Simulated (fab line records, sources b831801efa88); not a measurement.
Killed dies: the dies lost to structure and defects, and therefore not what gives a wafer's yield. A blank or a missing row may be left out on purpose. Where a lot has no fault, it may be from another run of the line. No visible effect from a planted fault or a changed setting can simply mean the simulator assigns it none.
The same fault as seen by 2 desks    flow gf180mcu    what lay behind the numbers comes last; until then each desk has only its own

## TOOL OWNER'S DESK, implanter-03
For each lot that ran on this tool, the mean over its sampled wafers that have a number, from the tool's own readings at GF_NSD_IMPLANT_10. A lot is out of limits, marked OUT, if its mean lies more than 4 standard deviations from the usual mean; the brackets give that distance.
Columns: A = dose ions cm2 at GF_NSD_IMPLANT_10, usual 5e+14; B = end station pressure torr at GF_NSD_IMPLANT_10, usual 7.2e-06 Torr; C = faraday current uA at GF_NSD_IMPLANT_10, usual 2779; D = tilt deg at GF_NSD_IMPLANT_10, usual 7.003 degrees
lot   first seen here  A                        B        C               D
L215  day 14 19:52     5e+14                    7.0e-06  2779            6.995
L217  day 15 02:20     5e+14                    7.0e-06  2758            7.008
L218  day 15 07:22     5e+14                    7.2e-06  2801            6.995
L220  day 16 07:17     7e+14 (+99 or more) OUT  8.4e-06  4029 (+22) OUT  7.018
L224  day 17 05:22     7e+14 (+99 or more) OUT  8.3e-06  3916 (+20) OUT  7.012
L230  day 19 19:10     5e+14                    7.1e-06  2809            7.014
L232  day 20 09:02     5e+14                    7.2e-06  2765            7.024
This desk finds L220, L224 out of limits, L220 being first, at day 16 07:17 (dose ions cm2 at GF_NSD_IMPLANT_10). L215, L217, L218, L230, L232: within limits.

## METROLOGY DESK
What the gauges read for every lot (on any tool): the sampled wafers with a number, averaged. A lot is out of limits, marked OUT, if its mean lies more than 4 standard deviations from the usual mean; the brackets give that distance.
Columns: A = NWELL_RS at GF_VT_IMPLANT_RS_MEAS_47, usual 487.7 ohm/sq; B = cd nm at GF_POLY_GATE_CD_MEAS_18, usual 280.1 nm; C = cd nm at GF_HV_LDD_CD_MEAS_46, usual 399.7 nm; D = NSD_RS at GF_PSD_RS_MEAS_14, usual 46.15 ohm/sq
lot   first seen here  A      B      C      D
L213  day 7 18:04      488.6  280.2  402.4  46.14
L215  day 8 19:47      488.8  278.4  397.4  46.16
L216  day 8 21:31      488.0  279.2  404.4  46.06
L217  day 9 01:53      489.5  280.0  400.4  46.24
L218  day 9 07:19      486.9  279.4  399.5  46.29
L219  day 9 17:15      488.6  282.2  400.5  46.12
L220  day 10 00:32     487.5  279.3  397.3  43.86 (-21) OUT
L223  day 10 14:40     488.6  279.8  399.5  46.29
L224  day 10 20:40     489.1  279.3  397.7  44.16 (-18) OUT
L230  day 12 18:59     487.4  279.0  403.5  46.07
L232  day 13 05:14     487.0  281.1  400.4  46.08
L234  day 13 15:46     487.9  280.7  401.6  46.19
This desk finds L220, L224 out of limits, with the earliest case on L220 at day 17 06:28 (NSD_RS at GF_PSD_RS_MEAS_14). L213, L215, L216, L217, L218, L219, L223, L230, L232, L234: within limits.

## ALL TOGETHER
The tool owner's desk had the chance to raise an alarm at day 16 07:17 on L220, L224.
The metrology desk could have raised an alarm at day 17 06:28, on L220, L224.
All the named lots went through GF_NSD_IMPLANT_10 on implanter-03.

## WHAT THE SIMULATOR HAD INSERTED
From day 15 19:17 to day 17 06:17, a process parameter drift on implanter-03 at GF_NSD_IMPLANT_10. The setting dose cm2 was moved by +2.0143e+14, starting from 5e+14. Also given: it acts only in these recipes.
Lots struck among those shown: L220, L224.
Counting hours from when the fault started, the first reading out of limits came at 12 for the tool owner's desk and at 35 for the metrology desk.
